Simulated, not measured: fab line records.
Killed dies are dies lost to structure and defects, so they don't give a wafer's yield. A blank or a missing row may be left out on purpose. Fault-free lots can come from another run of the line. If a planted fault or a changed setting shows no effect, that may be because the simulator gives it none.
Problem report in the 8D (eight disciplines) form, filled by code -- flow sky130 -- the parts of the form that need people (team, actions taken, sign-off) are left out

== 1. WHAT IS WRONG ==
sort_bin_3_pad_short at SKY_PAD_OPEN_PROBE_99 reads a mean of 5.2 % on 6 wafers of 2 lots; wafers without a fault read 0.9 % with a standard deviation of 0.46. Measured from the usual mean, that is +9.3 standard deviations.
First seen on wafer L730.1, day 50 00:40, on prober-01. The record holds 8 wafers of 3 lots with a number at this step. The rule behind "out" and "out of limits": a value lying over 4 standard deviations away from the usual mean. Any other wafer with a number is counted as sound.

== 2. WHAT IT IS AND WHAT IT IS NOT ==
question,is,is not
which readings at this step,"sort_bin_3_pad_short, defect_limited_yield, killed_at_M0_to_M3, killed_dies, sort_n_pass, sort_yield_pct","killed_at_M4_up, killed_at_contacts, killed_at_other, killed_open, killed_short"
which lots,"L730, L733",L727
which wafers of those lots,all that have a number,-
read on which tools,prober-01,-
when,from day 50 00:40,up to then (2 sound wafers)

== 3. THE SUSPECTS, EACH WITH WHAT RULES IT OUT ==
Counting: a tool at any process step up to the reading remains a suspect when it ran all the lots that are out and ran no sound lot after the first of those.
- pvd_sputter-01 at SKY_METAL3_SPUTTER_03 (material Ti, target thk 5 nm, time 3.3 s): kept. All lots that are out passed through it, beginning with L730 at day 41 08:35, and no sound lot followed; its final sound lot before that point was L727 at day 40 12:04.
- prober-01 at SKY_PAD_OPEN_PROBE_99: kept. All lots that are out passed through it, beginning with L730 at day 50 00:40, and no sound lot followed; its final sound lot before that point was L727 at day 49 10:55. Its own defect_limited_yield, killed_at_M0_to_M3, killed_dies, sort_bin_3_pad_short, sort_n_pass, sort_yield_pct readings are out on those wafers.
Remaining after the count are pvd_sputter-01 at SKY_METAL3_SPUTTER_03 and prober-01 at SKY_PAD_OPEN_PROBE_99.

== 4. THE CAUSE (what the simulator had put in) ==
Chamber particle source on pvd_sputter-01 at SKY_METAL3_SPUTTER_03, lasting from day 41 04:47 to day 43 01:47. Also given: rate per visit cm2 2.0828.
Counting leaves 2 suspects; this tool is one of them.

== 5. THE CHAIN OF EFFECTS, in route order ==
Each row: a reading whose mean over the struck wafers that have a number lies more than 3 standard deviations from the usual. Scope: only readings with a usual standard deviation given in the record; hours: median across lots of the time from each lot's start at the first step in this table that gives one to its start at this step; sigmas: change in usual standard deviations.
hours,step,reading,usual,on struck wafers,change,sigmas
0,SKY_PAD_OPEN_PROBE_99,defect_limited_yield,82.6 %,69.7,-12.9,-6.4
0,SKY_PAD_OPEN_PROBE_99,killed_at_M0_to_M3,42,110,+68,+10
0,SKY_PAD_OPEN_PROBE_99,killed_dies,85,149,+64,+6.7
0,SKY_PAD_OPEN_PROBE_99,sort_bin_3_pad_short,0.9 %,5.2,+4.3,+9.3
0,SKY_PAD_OPEN_PROBE_99,sort_bin_5_function,10.3 %,17.6,+7.3,+5.6
0,SKY_PAD_OPEN_PROBE_99,sort_n_pass,407,343,-64,-6.7
0,SKY_PAD_OPEN_PROBE_99,sort_yield_pct,82.6 %,69.7,-12.9,-6.4
It contains these process steps:
- SKY_PAD_OPEN_PROBE_99

== 6. HOW IT WOULD HAVE BEEN CAUGHT EARLIER ==
In this record the first reading out of limits was taken at day 50 00:40, 212 hours after the fault began at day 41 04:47.
Tool readings at SKY_METAL3_SPUTTER_03 with a usual standard deviation given in the record: none out on any struck wafer, hence no alarm at a limit of 4 standard deviations on them.
Lots out: 2; all had begun SKY_METAL3_SPUTTER_03 on pvd_sputter-01 by day 50 00:40. A hold on the tool at that time would have spared none of them.
